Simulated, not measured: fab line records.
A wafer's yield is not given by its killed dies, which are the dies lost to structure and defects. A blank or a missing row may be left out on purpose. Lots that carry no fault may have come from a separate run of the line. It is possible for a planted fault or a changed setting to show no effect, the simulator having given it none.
One fault seen from 2 desks | flow gf180mcu | each desk holds nothing but its own numbers, with what lay behind them at the end

== FOR THE TOOL OWNER'S DESK: implanter-03 ==
The tool's own readings at GF_MVPSD_IMPLANT_08: means of the sampled wafers that have a number, for each lot that ran on this tool. If a lot's mean is further than 4 standard deviations from the usual mean, the lot is out of limits and carries the mark OUT (the distance appears in the brackets).
Columns: A = dose_ions_cm2 at GF_MVPSD_IMPLANT_08, usual 1.4999e+13; B = end_station_pressure_torr at GF_MVPSD_IMPLANT_08, usual 5.06e-06 Torr; C = faraday_current_uA at GF_MVPSD_IMPLANT_08, usual 84.1
lot  | first seen here | A                    | B        | C
L748 | day 5 01:38     | 1.4988e+13           | 5.02e-06 | 82.7
L755 | day 6 17:34     | 1.3718e+13 (-80) OUT | 5.25e-06 | 77.7
L756 | day 7 00:07     | 1.3713e+13 (-80) OUT | 4.97e-06 | 76.5 (-4.5) OUT
L758 | day 7 13:02     | 1.3712e+13 (-80) OUT | 4.77e-06 | 77.4
This desk finds L755, L756, L758 out of limits, L755 being first, at day 6 17:34 (dose_ions_cm2 at GF_MVPSD_IMPLANT_08). Within limits: L748.

== FROM THE METROLOGY DESK ==
Means of the sampled wafers that have a number, per lot and without regard to the tool the lot ran on: this is what the gauges read. If a lot's mean is further than 4 standard deviations from the usual mean, the lot is out of limits and carries the mark OUT (the distance appears in the brackets).
Columns: A = NWELL_OVL at GF_NWELL_OVL_MEAS_07, usual 0.5 nm; B = MVPSD_TW at GF_MVPSD_TW_MEAS_11, usual 553; C = VT_IMPLANT_OVL at GF_VT_IMPLANT_OVL_MEAS_07, usual 1.2 nm; D = MVPSD_RS at GF_VT_IMPLANT_RS_MEAS_49, usual 1169.0 ohm/sq
lot  | first seen here | A    | B              | C   | D
L748 | day 3 07:46     | 0.8  | 549            | 0.3 | 1170.0
L749 | day 3 12:32     | -0.4 | 556            | 1.1 | 1170.1
L751 | day 3 23:20     | 1.0  | 554            | 1.2 | 1168.9
L755 | day 4 21:04     | -0.6 | 537 (-5.0) OUT | 1.8 | 1220.6 (+18) OUT
L756 | day 5 03:14     | 1.0  | 541            | 2.4 | 1219.8 (+18) OUT
L757 | day 5 09:13     | 0.3  | 552            | 1.4 | 1172.2
L758 | day 5 14:11     | -0.2 | 539 (-4.3) OUT | 1.4 | 1217.8 (+17) OUT
L763 | day 6 17:22     | -0.6 | 555            | 1.3 | 1169.7
L768 | day 7 19:46     | 1.4  | 556            | 0.6 | 1166.7
L769 | day 8 01:56     | -0.7 | 546            | 1.5 | 1169.8
L770 | day 8 08:15     | 1.8  | 554            | 3.4 | 1169.0
L771 | day 8 12:20     | -0.3 | 555            | 2.6 | 1170.3
This desk finds L755, L756, L758 out of limits, with the earliest case on L755 at day 6 17:57 (MVPSD_TW at GF_MVPSD_TW_MEAS_11). Within limits: L748, L749, L751, L757, L763, L768, L769, L770, L771.

== PUT TOGETHER ==
On L755, L756, L758, at day 6 17:34, an alarm was possible from the tool owner's desk.
The metrology desk could have raised an alarm at day 6 17:57, on L755, L756, L758.
The lots listed all ran GF_MVPSD_IMPLANT_08 on implanter-03.

== WHAT HAD BEEN PUT IN BY THE SIMULATOR ==
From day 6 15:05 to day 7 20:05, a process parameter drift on implanter-03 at GF_MVPSD_IMPLANT_08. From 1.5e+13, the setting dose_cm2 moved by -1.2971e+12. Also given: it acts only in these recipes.
Struck lots among those shown: L755, L756, L758.
Counting hours from when the fault started, the first reading out of limits came at 2 for the tool owner's desk and at 3 for the metrology desk.
